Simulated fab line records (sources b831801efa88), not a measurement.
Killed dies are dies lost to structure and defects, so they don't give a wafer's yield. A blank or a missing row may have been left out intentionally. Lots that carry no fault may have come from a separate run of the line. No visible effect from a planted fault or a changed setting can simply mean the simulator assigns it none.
fab line records	flow sky130
[record] lots = 7	wafers = 21	last-day = 50
route steps=708 shown VT_ADJUST_NCORE@123 VT_ADJUST_HVTR@131 PAD_OPEN@708
lots that met no fault: from a run of the same line without faults
start-h: hours from the record's opening day to when the first of the lot's shown wafers began	wait-h: hours elapsed since this lot's preceding step	" unchanged from the row above	L1.1+2: a row that stands for several wafers	- no value, or no start given	* or withheld: withheld	< > ~ a bound
route shown NAME@n: names a module that has steps shown in the file, with the first one's number in the route	usual: mean/standard deviation of fault-free wafers	same: alike in all rows	chamber/n: place in a boat	sites: per-site readings	_std_site: their standard deviation	_edge_site: mean of outer sites minus mean of inner sites	radius-mm: how far each site lies from the wafer's centre	mask NAME#n: copy n	behind: the most recent tool/chamber to have shaped the wafer	hold: cause of the lot's hold/its duration in hours/its outcome	device: which transistor (n, p or np) failed to switch	end of line: the route-end tests of the same wafers	for a step that has no rows: nothing shown but its recipe	killed: dies lost to structure and defects at the first sort, not the wafer's yield	map: a wafer's dies, marking killed ones x, the rest . and places with no die _
set.NAME: setting as actually run; set.NAME@STEP: the setting as run at that earlier step	model.NAME: the simulator's own value behind a step, which no gauge read
lots seen at some steps along the route; tables by step, rows by wafer
services: a tool's chamber out of use, with start hour (start-h, from the record's first day; less than 0 if before it), hours out, and reason
[[steps]]
[step SKY_VT_ADJUST_NCORE_EXPOSE_04]
[recipe] mask-id = LVTN_COMPLEMENT_THIN	na = 0.6	source-shape = conventional	sigma-outer = 0.6	polarization = unpolarized	target-cd-nm = 380	dose-mj = 139
[step SKY_VT_ADJUST_NCORE_PEB_05]
[recipe] temp-c = withheld	time-s = *	resist = NOVOLAK
[step SKY_VT_ADJUST_NCORE_DEVELOP_06]
[recipe] resist = NOVOLAK	developer = TMAH	develop-time-s = 60	dev-temp-c = 23
[step SKY_VT_ADJUST_NCORE_CD_MEAS_07]
[recipe] target-cd-nm = 380
[usual] cd-nm = 379.8/2.5
lot.wafer	tool	chamber	start-h	wait-h	cd-nm
L335.1	cd-sem-02	-	189.89	0.1	381.3
L335.2	"	-	"	"	382.7
L335.3	"	-	"	"	381.7
L339.2	cd-sem-02	-	217.75	0.1	377.4
L339.4	"	-	"	"	378.1
L339.5	"	-	"	"	377.0
L341.1	cd-sem-02	-	230.58	0.1	378.7
L341.3	"	-	"	"	379.1
L341.5	"	-	"	"	378.7
L343.1	cd-sem-01	-	241.57	0.1	377.7
L343.3	"	-	"	"	375.9
L343.6	"	-	"	"	377.1
L349.1	cd-sem-02	-	287.08	0.1	380.1
L349.4	"	-	"	"	381.6
L349.5	"	-	"	"	379.2
L351.1	cd-sem-02	-	301.73	0.1	381.2
L351.2	"	-	"	"	379.1
L351.5	"	-	"	"	379.5
L355.2	cd-sem-01	-	330.05	0.1	383.9
L355.3	"	-	"	"	382.1
L355.6	"	-	"	"	384.2
[step SKY_VT_ADJUST_NCORE_OVL_MEAS_08]
[usual] VT_ADJUST_NCORE_OVL = 0.1/1.2
lot.wafer	tool	chamber	start-h	wait-h	VT_ADJUST_NCORE_OVL[nm]
L335.1	overlay-01	-	190.01	0.1	0.2
L335.2	"	-	"	"	0.7
L335.3	"	-	"	"	-0.3
L339.2	overlay-01	-	217.85	0.1	0.3
L339.4	"	-	"	"	0.1
L339.5	"	-	"	"	-0.5
L341.1	overlay-02	-	230.70	0.1	-0.3
L341.3	"	-	"	"	0.0
L341.5	"	-	"	"	1.0
L343.1	overlay-02	-	241.69	0.1	-1.1
L343.3	"	-	"	"	-2.1
L343.6	"	-	"	"	-0.6
L349.1	overlay-01	-	287.20	0.1	0.6
L349.4	"	-	"	"	-0.1
L349.5	"	-	"	"	1.5
L351.1	overlay-02	-	301.85	0.1	0.4
L351.2	"	-	"	"	0.5
L351.5	"	-	"	"	0.7
L355.2	overlay-01	-	330.15	0.1	0.0
L355.3	"	-	"	"	0.5
L355.6	"	-	"	"	2.6
[step SKY_VT_ADJUST_NCORE_IMPLANT_09]
[recipe] species = B	energy-kev = 10	dose-cm2 = 2.4e+12	tilt-deg = withheld
[step SKY_VT_ADJUST_NCORE_STRIP_10]
[recipe] chemistry = O2/N2	power-w = 1400	pressure-mtorr = 1500	platen-temp-c = withheld	o2-flow-sccm = 3000	n2-flow-sccm = 300	overash-fraction = 0.5
[usual] drypump-motor-current-A = 5.64/0.18	oes-product-au = 0.716/0.0039	strip-time-to-endpoint-s = 14.18/0.039
lot.wafer	tool	chamber	start-h	wait-h	drypump-motor-current-A	oes-product-au	rf-hours-counter-h	strip-time-to-endpoint-s
L335.1	plasma-asher-04	1	190.20	0.1	5.39	0.722	7	14.16
L335.2	"	0	"	"	5.67	0.715	7	14.19
L335.3	"	0	"	"	5.66	0.717	-	14.17
L339.2	plasma-asher-03	1	218.03	0.1	5.68	0.716	52	14.22
L339.4	"	1	"	"	5.68	0.725	-	14.23
L339.5	"	0	"	"	5.60	0.720	-	14.17
L341.1	plasma-asher-01	0	230.88	0.1	5.44	0.714	56	14.19
L341.3	"	0	"	"	5.44	0.723	-	14.15
L341.5	"	1	"	"	5.90	0.715	-	14.18
L343.1	plasma-asher-04	0	241.88	0.1	5.68	0.721	12	14.16
L343.3	"	1	"	"	5.40	0.712	-	14.17
L343.6	"	0	"	"	5.65	0.718	-	14.14
L349.1	plasma-asher-01	0	287.38	0.1	5.46	0.718	62	14.24
L349.4	"	1	"	"	6.01	0.721	-	14.18
L349.5	"	1	"	"	5.95	0.717	-	14.27
L351.1	plasma-asher-01	1	302.03	0.1	5.95	0.710	64	14.21
L351.2	"	0	"	"	5.47	0.710	64	14.26
L351.5	"	0	"	"	5.46	0.712	-	14.22
L355.2	plasma-asher-04	1	330.33	0.1	5.46	0.719	21	14.13
L355.3	"	1	"	"	5.45	0.710	-	14.13
L355.6	"	0	"	"	5.69	0.715	-	14.11
[step SKY_VT_ADJUST_NCORE_TW_MEAS_11]
[usual] VT_ADJUST_NCORE_TW = 219.9/1.2
lot.wafer	tool	chamber	start-h	wait-h	VT_ADJUST_NCORE_TW
L335.1	film-metro-02	-	190.30	0.1	220.5
L335.2	"	-	"	"	220.9
L335.3	"	-	"	"	219.8
L339.2	film-metro-03	-	218.14	0.1	218.5
L339.4	"	-	"	"	218.3
L339.5	"	-	"	"	219.1
L341.1	film-metro-02	-	230.98	0.1	222.3
L341.3	"	-	"	"	221.3
L341.5	"	-	"	"	220.0
L343.1	film-metro-02	-	241.98	0.1	220.1
L343.3	"	-	"	"	218.7
L343.6	"	-	"	"	219.8
L349.1	film-metro-01	-	287.48	0.1	221.7
L349.4	"	-	"	"	221.9
L349.5	"	-	"	"	220.4
L351.1	film-metro-03	-	302.13	0.1	218.1
L351.2	"	-	"	"	218.8
L351.5	"	-	"	"	219.5
L355.2	film-metro-01	-	330.44	0.1	220.6
L355.3	"	-	"	"	221.1
L355.6	"	-	"	"	221.7
[step SKY_VT_ADJUST_HVTR_DEHYDRATE_00]
[recipe] temp-c = 200	time-s = 60
[step SKY_VT_ADJUST_HVTR_HMDS_01]
[recipe] prime-time-s = 60	prime-temp-c = 120
[step SKY_VT_ADJUST_HVTR_COAT_02]
[recipe] resist = NOVOLAK	spin-rpm = 3000	resist-thk-nm = 1140
[step SKY_VT_ADJUST_HVTR_SOFTBAKE_03]
[recipe] temp-c = 90	time-s = 60	resist = NOVOLAK
[step SKY_VT_ADJUST_HVTR_EXPOSE_04]
[recipe] mask-id = HVTRM	target-cd-nm = 380	na = 0.6	source-shape = conventional	sigma-outer = 0.6	dose-mj = 150
[same] na = 0.6
lot.wafer	tool	chamber	start-h	wait-h	mask	model.VT_ADJUST_HVTR.overlay-x-nm
L335.1+2+3	iline-stepper-02	0	200.92	-	HVTRM#0	0.5595
L339.2+4+5	iline-stepper-01	0	229.43	-	HVTRM#0	0.2364
L341.1+3+5	iline-stepper-02	0	242.81	-	HVTRM#0	-0.264
L343.1+3+6	iline-stepper-01	0	253.69	-	HVTRM#0	111.4
L349.1+4+5	iline-stepper-01	0	298.67	-	HVTRM#0	112.4
L351.1+2+5	iline-stepper-01	0	314.62	-	HVTRM#0	114.6
L355.2+3+6	iline-stepper-02	0	344.09	-	HVTRM#0	0.2973
[step SKY_VT_ADJUST_HVTR_PEB_05]
[recipe] temp-c = withheld	time-s = *	resist = NOVOLAK
[step SKY_VT_ADJUST_HVTR_DEVELOP_06]
[recipe] develop-time-s = 60	dev-temp-c = 23
[step SKY_VT_ADJUST_HVTR_CD_MEAS_07]
[recipe] target-cd-nm = 380
[usual] cd-nm = 379.2/1.9
lot.wafer	tool	chamber	start-h	wait-h	cd-nm
L335.1	cd-sem-01	-	212.19	0.1	376.6
L335.2	"	-	"	"	378.4
L335.3	"	-	"	"	379.1
L339.2	cd-sem-01	-	240.86	0.1	379.0
L339.4	"	-	"	"	377.6
L339.5	"	-	"	"	375.9
L341.1	cd-sem-02	-	254.14	0.1	383.8
L341.3	"	-	"	"	381.6
L341.5	"	-	"	"	380.9
L343.1	cd-sem-02	-	265.29	0.1	377.8
L343.3	"	-	"	"	379.6
L343.6	"	-	"	"	380.8
L349.1	cd-sem-01	-	310.24	0.1	374.8
L349.4	"	-	"	"	377.0
L349.5	"	-	"	"	377.9
L351.1	cd-sem-02	-	327.12	0.1	378.6
L351.2	"	-	"	"	379.9
L351.5	"	-	"	"	379.4
L355.2	cd-sem-01	-	357.66	0.1	379.7
L355.3	"	-	"	"	383.6
L355.6	"	-	"	"	380.3
[step SKY_VT_ADJUST_HVTR_OVL_MEAS_08]
[usual] VT_ADJUST_HVTR_OVL = 0.9/1.4
lot.wafer	tool	chamber	start-h	wait-h	hold	VT_ADJUST_HVTR_OVL[nm]
L335.1	overlay-01	-	212.31	0.1	-	1.5
L335.2	"	-	"	"	-	2.2
L335.3	"	-	"	"	-	-0.8
L339.2	overlay-01	-	240.96	0.1	-	-2.9
L339.4	"	-	"	"	-	1.1
L339.5	"	-	"	"	-	-0.8
L341.1	overlay-01	-	254.26	0.1	-	0.9
L341.3	"	-	"	"	-	-1.5
L341.5	"	-	"	"	-	-0.3
L343.1	overlay-02	-	265.41	0.1	await-dispo/0.2h/release	111.2
L343.3	"	-	"	"	await-dispo/0.2h/release	111.6
L343.6	"	-	"	"	await-dispo/0.2h/release	113.6
L343.1	overlay-02	-	265.61	0.2	-	108.9
L343.3	"	-	"	"	-	109.4
L343.6	"	-	"	"	-	111.2
L349.1	overlay-02	-	310.36	0.1	await-dispo/0.2h/release	111.0
L349.4	"	-	"	"	await-dispo/0.2h/release	113.4
L349.5	"	-	"	"	await-dispo/0.2h/release	112.9
L349.1	overlay-02	-	310.56	0.2	-	108.0
L349.4	"	-	"	"	-	111.1
L349.5	"	-	"	"	-	110.5
L351.1	overlay-01	-	327.24	0.1	await-dispo/0.2h/release	113.4
L351.2	"	-	"	"	await-dispo/0.2h/release	114.7
L351.5	"	-	"	"	await-dispo/0.2h/release	115.1
L351.1	overlay-01	-	327.44	0.2	-	111.3
L351.2	"	-	"	"	-	111.8
L351.5	"	-	"	"	-	112.8
L355.2	overlay-01	-	357.76	0.1	-	-1.6
L355.3	"	-	"	"	-	-1.0
L355.6	"	-	"	"	-	0.0
[step SKY_PAD_OPEN_PROBE_99]
[usual] defect-limited-yield = 81.9/2	killed_at_M0_to_M3 = 43/6.5	killed_at_M4_up = 3.2/1.8	killed-at-contacts = 26/5.2	killed-at-front-end = 16/4.8	killed-at-other = 0.3/0.6	killed-dies = 89/9.6	killed-open = 48/7.1	killed-short = 40/6.4	sort_bin_3_pad_short = 0.9/0.37	sort_bin_5_function = 10.7/1.4	sort_bin_6_memory = 6.5/1.2	sort-n-pass = 403/9.6	sort-yield-pct = 81.9/2
[same] gross-dies = 492	killed-at-back-side = 0	sort_bin_4_leakage[%] = 0	sort_bin_8_speed[%] = 0
lot.wafer	tool	chamber	start-h	wait-h	defect-limited-yield[%]	killed_at_M0_to_M3	killed_at_M4_up	killed-at-contacts	killed-at-front-end	killed-at-other	killed-dies	killed-open	killed-short	sort_bin_3_pad_short[%]	sort_bin_5_function[%]	sort_bin_6_memory[%]	sort-n-pass	sort-yield-pct[%]
L341.1	prober-02	-	1117.49	0.1	81.9	44	4	24	17	0	89	47	42	1.2	10.8	6.1	403	81.9
L341.3	prober-02	-	1117.59	0.2	82.9	37	3	26	18	0	84	49	35	0	11.4	5.7	408	82.9
L341.5	prober-02	-	1117.69	0.2	81.9	45	1	24	19	0	89	48	40	0.2	11.6	6.3	403	81.9
L355.2	prober-02	-	1190.25	0.1	83.1	36	4	23	20	0	83	44	39	0.8	10.4	5.7	409	83.1
L355.3	prober-02	-	1190.30	0.2	82.3	36	2	34	15	0	87	43	44	0.6	10.0	7.1	405	82.3
L355.6	prober-02	-	1190.45	0.2	86.2	34	2	15	17	0	68	32	36	1.0	8.7	4.1	424	86.2
// killed by level:class
L341.1 VIA1:geometric-particle:open=11 CONTACT:geometric-particle:open=8 VIA2:geometric-particle:open=7 CONTACT:geometric-particle:short=6 FIELD_ISO:geometric-particle:short=5 VIA3:geometric-particle:short=5 VIA3:geometric-particle:open=5 LI_CONTACT:geometric-particle:open=4
L341.3 CONTACT:geometric-particle:open=10 VIA1:geometric-particle:open=7 LI_CONTACT:geometric-particle:open=6 VIA3:geometric-particle:open=6 VIA2:geometric-particle:open=6 METAL1:geometric-particle:short=5 FIELD_ISO:geometric-particle:open=4 VIA1:geometric-particle:short=3
L341.5 VIA1:geometric-particle:open=18 LI_CONTACT:geometric-particle:open=9 CONTACT:geometric-particle:open=6 POLY_GATE:geometric-particle:short=5 VIA3:geometric-particle:short=5 VIA1:geometric-particle:short=5 METAL2:geometric-particle:short=4 METAL1:geometric-particle:short=4
L355.2 LI_CONTACT:geometric-particle:open=9 VIA3:geometric-particle:open=8 FIELD_ISO:geometric-particle:short=7 LOCAL_INTERCONNECT:geometric-particle:short=6 VIA1:geometric-particle:open=6 METAL2:geometric-particle:short=6 VIA2:geometric-particle:open=6 CONTACT:geometric-particle:open=4
L355.3 LOCAL_INTERCONNECT:geometric-particle:short=9 LI_CONTACT:geometric-particle:open=8 VIA2:geometric-particle:open=8 CONTACT:geometric-particle:open=8 CONTACT:geometric-particle:short=6 VIA1:geometric-particle:open=6 METAL1:geometric-particle:short=5 POLY_GATE:geometric-particle:short=4
L355.6 VIA1:geometric-particle:open=7 CONTACT:geometric-particle:open=6 METAL2:geometric-particle:short=6 VIA3:geometric-particle:open=5 POLY_GATE:geometric-particle:short=5 LI_CONTACT:geometric-particle:open=5 METAL1:geometric-particle:short=4 METAL3:geometric-particle:short=4
[[services]]
tool	chamber	start-h	hours	kind
plasma-asher-01	-	189.02	2.8	pm
plasma-asher-01	-	206.80	1.6	repair
iline-stepper-02	-	213.50	4.4	pm
plasma-asher-03	-	227.99	5.0	repair
plasma-asher-04	-	231.82	2.7	repair
iline-stepper-01	0	236.69	-	calibration
iline-stepper-02	-	308.13	1.1	repair
iline-stepper-02	0	309.49	-	calibration
plasma-asher-03	-	322.64	28.1	pm
iline-stepper-02	-	326.95	8.9	pm
[[key]]
[first-sign] step = SKY_VT_ADJUST_HVTR_OVL_MEAS_08	reading = visit	direction = added
[effect] step = SKY_VT_ADJUST_HVTR_OVL_MEAS_08	reading = VT_ADJUST_HVTR_OVL	direction = up	sigmas = 79	usual = 0.9	struck = 113.0
[model-effect] step = SKY_VT_ADJUST_HVTR_EXPOSE_04	value = VT_ADJUST_HVTR.overlay-x-nm	without = -0.5315	struck = 112.8
met-at SKY_VT_ADJUST_HVTR_EXPOSE_04
struck-wafers L343.1,L343.3,L343.6,L349.1,L349.4,L349.5,L351.1,L351.2,L351.5
scrapped-behind SKY_VT_ADJUST_HVTR_OVL_MEAS_08 L343.1,L343.3,L343.6,L349.1,L349.4,L349.5,L351.1,L351.2,L351.5
onset-between 229.43 253.69
[fault] kind = scanner-matching-overlay	tool = iline-stepper-01	chamber = -	onset-h = 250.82	steps = SKY_VT_ADJUST_HVTR_EXPOSE_04	offset = 113.33
